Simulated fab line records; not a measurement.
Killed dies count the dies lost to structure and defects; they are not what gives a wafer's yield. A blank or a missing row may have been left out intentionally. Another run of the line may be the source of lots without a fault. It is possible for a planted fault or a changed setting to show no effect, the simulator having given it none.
Problem report in the 8D (eight disciplines) form, filled by code -- flow sky130 -- the parts of the form that need people (team, actions taken, sign-off) are left out

== 1. WHAT IS WRONG ==
Across 3 wafers from 2 lots, METAL1_ALCU_RS at SKY_METAL1_RS_MEAS_05 averages 0.1590 ohm/sq, while fault-free wafers read 0.1269 ohm/sq with a standard deviation of 0.0017. That puts it +19 standard deviations away from the usual mean.
The step: measures by four-point-probe.
First observed at day 36 23:19: wafer L475.1, on filmMetro-03. The record holds 30 wafers of 10 lots with a number at this step. The rule behind "out" and "out of limits": a value lying over 4 standard deviations away from the usual mean. All remaining wafers that have a number are taken as sound.

== 2. WHAT IT IS, AND WHAT IT ISN'T ==
question,is,is not
which readings at this step,METAL1_ALCU_RS,-
which lots,"L475, L477","L460, L461, L463, L466, L467, L476, L480, L482"
which wafers of those lots,"L475.1, L475.6, L477.1","L475.3, L477.2, L477.5"
read on which gauges,filmMetro-03,"filmMetro-01, filmMetro-02"
when,from day 36 23:19,"up to then (16 sound wafers); but 11 sound wafers of L476, L477, L480, L482 came after"

== 3. THE SUSPECTS, EACH WITH WHAT RULES IT OUT ==
Counting: if a tool at a process step up to the reading ran every lot that is out, it stays a suspect. Sound lots after the first of them don't rule it out here, since some wafers of a struck lot are sound.
- ruled out: the gauge at SKY_METAL1_RS_MEAS_05. All the wafers that are out were read on filmMetro-03, but those of them that SKY_METAL1_METAL_ETCH_19 has rows for are out there too, on other tools.
- pvdSputter-01 at SKY_METAL1_SPUTTER_02 (material AlCu, target thk 250 nm, time 13.3 s): kept. Ran every lot that is out, first one L475 (day 36 23:14); last sound lot up to then L466 (day 34 01:13).
- pvdSputter-01 at SKY_METAL1_SPUTTER_04 (material TiN, target thk 70 nm, time 58.3 s): kept. Ran every lot that is out, first one L475 (day 36 23:16); last sound lot up to then L466 (day 34 01:15).
The count leaves pvdSputter-01 at SKY_METAL1_SPUTTER_04 and pvdSputter-01 at SKY_METAL1_SPUTTER_02.

== 4. THE CAUSE (what the simulator had put in) ==
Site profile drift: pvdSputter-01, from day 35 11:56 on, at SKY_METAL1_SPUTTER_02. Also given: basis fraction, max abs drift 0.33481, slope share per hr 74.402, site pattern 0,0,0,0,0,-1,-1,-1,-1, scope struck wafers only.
This tool is one of the 2 suspects left after counting.

== 5. THE EFFECT CHAIN, in route order ==
One row per reading whose mean, taken over the struck wafers that have a number, lies over 3 standard deviations from the usual. Readings are gone through only where the record gives a usual standard deviation; hours: the median, over the lots, of the time from a lot's start at the first step in this table giving one to that lot's start at this step; sigmas: the change measured in usual standard deviations.
hours,step,reading,usual,on struck wafers,change,sigmas
0,SKY_METAL1_RS_MEAS_05,METAL1_ALCU_RS,0.1269 ohm/sq,0.1590,+0.0321,+19
0,SKY_METAL1_THK_MEAS_06,METAL1_ALCU_THK,250 nm,211,-39,-10
26,SKY_METAL1_METAL_ETCH_19,oesProductAu,0.853 a.u.,0.799,-0.054,-8.4
Here are the process steps it includes:
- SKY_METAL1_METAL_ETCH_19: etches the open film in Cl2/BCl3, stops on SiO2, target depth 360 nm, time 78 s.

== 6. WHAT WOULD HAVE CAUGHT IT SOONER ==
35 hours passed between the start of the fault at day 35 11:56 and the first reading out of limits at a measuring or inspecting step in this record, taken at day 36 23:19.
No tool reading at SKY_METAL1_SPUTTER_02 that has a usual standard deviation in the record was out on any struck wafer, so an alarm limit of 4 standard deviations on those readings would not have fired.
Lots out: 2; of these, L477 started SKY_METAL1_SPUTTER_02 on pvdSputter-01 after day 36 23:19. Putting the tool on hold at that point would have spared it.
